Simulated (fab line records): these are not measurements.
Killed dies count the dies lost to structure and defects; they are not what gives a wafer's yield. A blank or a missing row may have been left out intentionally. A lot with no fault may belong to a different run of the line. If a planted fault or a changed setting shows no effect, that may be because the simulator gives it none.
Struck lot and sound lot, side by side / flow sky130 / 21 out of 708 route steps
Sound: the wafers L321.2, L321.3, L321.4. Struck: wafers L308.2, L308.3, L308.4. Last of all comes the cause.
Per side, at each step with rows, come the tool, then ch with its chambers, and then its first start. Under that, the readings that differ: sound wafers / struck wafers / difference of the means / sigmas: that difference in standard deviations of wafers without a fault.
alike: same words and numbers on both sides, and readings whose means sit less than 2 such deviations apart. not compared: any withheld reading, any reading some wafer has no value for, any bound like >300 that may hide the same value, and any number with overlapping values for which the record gives no deviation.
Wherever a step has rows on one side only, a row that says differs or no value, or a row with sigmas, the two part there. Numbers that don't overlap but have no deviation are shown without sigmas and don't part them. A reading missing from all wafers of one side parts the sides only when that side holds two or more wafers.

first, 3 steps without rows for these wafers: SKY_VT_ADJUST_HVTP_EXPOSE_04 (exposes mask HVTPM, target cd 380 nm); SKY_VT_ADJUST_HVTP_PEB_05; SKY_VT_ADJUST_HVTP_DEVELOP_06 (develop time 60 s).
SKY_VT_ADJUST_HVTP_CD_MEAS_07: the cd target is 380 nm.
  sound on cd_sem-01, day 10 17:38; struck on cd_sem-01, day 7 03:25
  alike: cd_nm
SKY_VT_ADJUST_HVTP_OVL_MEAS_08:
  sound on overlay-01, day 10 17:44; struck on overlay-01, day 7 03:31
  alike: VT_ADJUST_HVTP_OVL
following that, these wafers have no rows for 1 step: SKY_VT_ADJUST_HVTP_IMPLANT_09.
SKY_VT_ADJUST_HVTP_STRIP_10: strips in O2/N2.
  sound on plasma_asher-04 ch 0,1, day 10 17:55; struck on plasma_asher-04 ch 0,1, day 7 03:41
  alike: drypump_motor_current_A, oes_product_au, strip_time_to_endpoint_s
  not compared: rf_hours_counter_h
SKY_VT_ADJUST_HVTP_TW_MEAS_11:
  sound on film_metro-01, day 10 18:01; struck on film_metro-02, day 7 03:48
  alike: VT_ADJUST_HVTP_TW
then, 4 steps without rows for these wafers: SKY_VT_ADJUST_LVTN_DEHYDRATE_00 (time 60 s); SKY_VT_ADJUST_LVTN_HMDS_01 (prime time 60 s); SKY_VT_ADJUST_LVTN_COAT_02 (resist thk 3000 nm); SKY_VT_ADJUST_LVTN_SOFTBAKE_03.
SKY_VT_ADJUST_LVTN_EXPOSE_04: exposes mask NWM COMPLEMENT LESS NATIVE, target cd 840 nm.
  sound on iline_stepper-02 ch 0, day 11 05:27; struck on iline_stepper-02 ch 0, day 7 13:29
reading=mask; sound=NWM_COMPLEMENT_LESS_NATIVE#0 NWM_COMPLEMENT_LESS_NATIVE#0 NWM_COMPLEMENT_LESS_NATIVE#0; struck=HVTPM#0 HVTPM#0 HVTPM#0; difference=differs; sigmas=
then, 2 steps without rows for these wafers: SKY_VT_ADJUST_LVTN_PEB_05; SKY_VT_ADJUST_LVTN_DEVELOP_06 (develop time 60 s).
SKY_VT_ADJUST_LVTN_OVL_MEAS_07:
  sound on overlay-02, day 11 16:31; struck on overlay-01, day 7 23:16
reading=VT_ADJUST_LVTN_OVL (nm); sound=0.0 -0.4 -1.7; struck=- - -; difference=no value on the struck wafers; sigmas=
following that, these wafers have no rows for 1 step: SKY_VT_ADJUST_LVTN_IMPLANT_08.
SKY_VT_ADJUST_LVTN_STRIP_09: strips in O2/N2.
  sound on plasma_asher-03 ch 0,1, day 11 16:41; struck on plasma_asher-01 ch 0,1, day 7 23:26
  alike: drypump_motor_current_A, oes_product_au, strip_time_to_endpoint_s
  not compared: rf_hours_counter_h
SKY_VT_ADJUST_LVTN_TW_MEAS_10:
  sound on film_metro-03, day 11 16:48; struck on film_metro-03, day 7 23:33
reading=VT_ADJUST_LVTN_TW; sound=243.9 245.9 245.1; struck=30.7 30.7 30.8; difference=-214.2; sigmas=-82
then, 1 step without rows for these wafers: SKY_VT_ADJUST_LVTN_DEHYDRATE_11 (time 60 s).
-- record jumps: 39 days separate the struck wafers' starts on either side; left off in module VT_ADJUST_LVTN, taken up again in module PAD_OPEN, whose first shown step is the route's number 708 --
SKY_PAD_OPEN_PROBE_99:
  sound on prober-02, day 50 06:05; struck on prober-02, day 46 22:55
reading=model.etest.tip_p.rs_ohm_sq; sound=6799 6727 6714; struck=6395 6388 6341; difference=-372; sigmas=
reading=model.etest.pfet_01v8.r_on_ohm_um; sound=2820 2838 2912; struck=2668 2736 2738; difference=-143; sigmas=
reading=model.etest.nfet_01v8_lvt.drive_ua_um; sound=578.1 586.5 580.5; struck=651.1 646.3 646.7; difference=+66.3; sigmas=
reading=model.etest.nfet_01v8.drive_ua_um; sound=507.4 509.1 504.6; struck=567.3 556.2 563.7; difference=+55.4; sigmas=
reading=model.etest.nfet_01v8_turned.drive_ua_um; sound=510.5 512.1 508.3; struck=569 558.9 560.3; difference=+52; sigmas=
reading=model.etest.nfet_01v8_swapped.drive_ua_um; sound=511.1 511.5 506.9; struck=569.8 557.7 559.7; difference=+52.6; sigmas=
reading=model.etest.pfet_01v8.drive_ua_um; sound=201.1 199 192.4; struck=224.2 219.5 219.4; difference=+23.5; sigmas=
reading=model.etest.pfet_01v8_mvt.drive_ua_um; sound=157.9 156.8 154.2; struck=180 178.2 181.1; difference=+23; sigmas=

== WHERE THEY PART ==
Earliest at SKY_VT_ADJUST_LVTN_EXPOSE_04; latest, in this record, at SKY_VT_ADJUST_LVTN_TW_MEAS_10.

WHY: the cause the simulator had injected
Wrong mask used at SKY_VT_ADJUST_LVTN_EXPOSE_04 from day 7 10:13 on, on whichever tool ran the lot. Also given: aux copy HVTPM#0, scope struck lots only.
